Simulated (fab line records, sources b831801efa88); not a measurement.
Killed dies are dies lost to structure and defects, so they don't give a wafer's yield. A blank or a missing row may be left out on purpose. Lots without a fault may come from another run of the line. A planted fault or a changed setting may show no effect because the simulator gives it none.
Which tool did it? | flow sky130 | 15 lots, 45 wafers sampled, at 4 steps of a route of 708

WHAT THE GAUGES READ, wafer by wafer
SKY_LDD_P_OVL_MEAS_08.
lot  | measured     | on         | LDD_P_OVL (nm)
L833 | day 18 20:46 | overlay-02 | -2.1 -3.3 -2.0
L834 | day 19 02:25 | overlay-02 | -0.8 -0.8 -1.3
L835 | day 19 12:48 | overlay-02 | 0.8 0.5 0.3
L841 | day 22 01:58 | overlay-01 | 0.0 -1.5 -0.7
L842 | day 23 00:32 | overlay-02 | -0.1 -2.0 1.8
L844 | day 23 22:52 | overlay-02 | 0.6 1.3 0.8
L843 | day 23 22:01 | overlay-01 | -0.4 -0.4 -1.5
L846 | day 24 03:37 | overlay-02 | -0.8 -2.5 -1.0
L848 | day 24 15:46 | overlay-02 | -0.3 -2.2 -0.1
L849 | day 24 19:32 | overlay-01 | 0.7 -0.3 0.9
L851 | day 25 13:43 | overlay-01 | 1.1 0.6 1.8
L850 | day 25 14:51 | overlay-01 | 0.6 0.5 0.2
L852 | day 25 19:54 | overlay-01 | 0.1 0.4 0.4
L855 | day 26 12:40 | overlay-02 | -0.7 0.8 -0.1
L856 | day 27 03:44 | overlay-02 | 0.8 -0.1 -2.9

SKY_LDD_HVP_TW_MEAS_10.
lot  | measured     | on            | LDD_HVP_TW
L833 | day 21 10:11 | film_metro-03 | 457.4 457.6 457.4
L834 | day 21 15:15 | film_metro-03 | 456.8 461.1 456.7
L835 | day 22 03:11 | film_metro-04 | 461.9 460.6 462.8
L841 | day 24 14:34 | film_metro-03 | 458.6 457.2 459.9
L842 | day 25 12:41 | film_metro-01 | 456.2 456.5 457.2
L844 | day 26 09:25 | film_metro-04 | 458.3 454.8 457.2
L843 | day 26 09:11 | film_metro-01 | 455.7 455.3 457.4
L846 | day 26 15:08 | film_metro-03 | 463.8 461.2 460.6
L848 | day 27 02:46 | film_metro-03 | 459.3 459.6 456.4
L849 | day 27 06:29 | film_metro-04 | 458.1 461.0 459.7
L851 | day 27 23:16 | film_metro-01 | 458.5 459.2 458.4
L850 | day 28 00:18 | film_metro-03 | 460.8 461.2 463.1
L852 | day 28 05:01 | film_metro-01 | 458.4 459.9 458.9
L855 | day 28 21:47 | film_metro-04 | 460.1 459.7 459.8
L856 | day 29 13:37 | film_metro-04 | 456.7 456.7 455.6

SKY_SD_N_RS_MEAS_18: measures by four-point-probe.
lot  | measured     | on            | RES_XHIGH_RS (ohm/sq)
L833 | day 27 16:38 | film_metro-03 | 332.6 333.7 332.4
L834 | day 27 22:32 | film_metro-03 | 333.7 332.3 334.1
L835 | day 28 09:51 | film_metro-02 | 331.5 332.7 334.0
L841 | day 30 14:40 | film_metro-04 | 333.4 333.1 333.5
L842 | day 31 12:19 | film_metro-02 | 331.4 331.6 332.2
L844 | day 32 09:16 | film_metro-03 | 333.6 333.1 332.8
L843 | day 32 08:01 | film_metro-03 | 333.4 334.0 332.4
L846 | day 32 14:03 | film_metro-03 | 332.5 333.3 335.0
L848 | day 33 00:46 | film_metro-02 | 333.4 333.1 333.6
L849 | day 33 02:21 | film_metro-04 | 332.8 332.6 333.1
L851 | day 33 20:01 | film_metro-04 | 333.5 332.1 332.5
L850 | day 33 21:14 | film_metro-02 | 331.7 331.9 330.4
L852 | day 34 02:01 | film_metro-02 | 331.3 332.7 332.4
L855 | day 34 17:58 | film_metro-03 | 333.9 334.6 334.5
L856 | day 35 07:09 | film_metro-04 | 334.4 334.8 334.9

WHICH TOOL RAN EACH LOT (tool, then ch and the chambers of the sampled wafers, then the start)
lot  | SKY_VT_ADJUST_HVTP_IMPLANT_09
L833 | implanter-01 ch 0, day 6 01:48
L834 | implanter-01 ch 0, day 6 04:52
L835 | implanter-03 ch 0, day 6 12:04
L841 | implanter-03 ch 0, day 8 05:55
L842 | implanter-03 ch 0, day 8 18:25
L844 | implanter-02 ch 0, day 9 11:58
L843 | implanter-03 ch 0, day 9 12:08
L846 | implanter-03 ch 0, day 9 14:56
L848 | implanter-01 ch 0, day 10 00:56
L849 | implanter-01 ch 0, day 10 07:13
L851 | implanter-02 ch 0, day 10 19:19
L850 | implanter-01 ch 0, day 10 20:34
L852 | implanter-02 ch 0, day 11 02:03
L855 | implanter-02 ch 0, day 11 17:19
L856 | implanter-02 ch 0, day 12 02:28
- SKY_VT_ADJUST_HVTP_IMPLANT_09

WHAT THE TOOLS THEMSELVES READ (means of the sampled wafers that have a number; where no wafer has one, the mark that the record gives instead)
SKY_VT_ADJUST_HVTP_IMPLANT_09.
lot  | tool         | beam_energy_keV
L833 | implanter-01 | 149.96
L834 | implanter-01 | 150.00
L835 | implanter-03 | 149.95
L841 | implanter-03 | 150.00
L842 | implanter-03 | 140.97
L844 | implanter-02 | 149.98
L843 | implanter-03 | 140.99
L846 | implanter-03 | 141.06
L848 | implanter-01 | 149.92
L849 | implanter-01 | 149.96
L851 | implanter-02 | 150.00
L850 | implanter-01 | 150.02
L852 | implanter-02 | 149.92
L855 | implanter-02 | 149.97
L856 | implanter-02 | 150.04

THE ANSWER, worked out from the rows above alone
Rule: what is usual is taken from the lots themselves. Put in order of their means at a reading, lots are off if they are a third of the lots or fewer, leave a main group of 4 or more, and stand apart from it by a gap of 3 or more times the standard deviation of the main group's means; of several such gaps the widest counts. A main group whose means are all the same, to the digits that the tables above print for the reading, isn't used. A lot without any number at a reading at which 4 lots or more have one is off too. The other lots that the step has rows for count as sound. The gauges are gone through in route order, then the tools' own readings, and for those a lot's mean is taken as printed above. The first step at which some lot is off is used, and at that step the reading that is off furthest; a lot without a number counts as furthest.
Off: L842, L843, L846, at SKY_VT_ADJUST_HVTP_IMPLANT_09 (beam_energy_keV). The main group: mean 149.98, standard deviation 0.036.
A tool fits if, at that step or a process step before it, it ran every lot that is off, and no sound lot after the first of them. One fits: implanter-03 at SKY_VT_ADJUST_HVTP_IMPLANT_09. Its last sound lot is L841 (day 8 05:55), its first lot that is off L842 (day 8 18:25): a fault that began between those two fits.
The tool's own readings at SKY_VT_ADJUST_HVTP_IMPLANT_09 bear it out: on the lots that are off they differ by more than 5 times the standard deviation of the sound lots' means. beam_energy_keV reads 141.01 there against 149.98 on the sound lots.

WHAT THE SIMULATOR HAD PUT IN
Process parameter drift: implanter-03, from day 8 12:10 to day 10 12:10, at SKY_VT_ADJUST_HVTP_IMPLANT_09. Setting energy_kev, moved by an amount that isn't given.
Lots struck among those shown: L842, L843, L846. The rule above found the same.
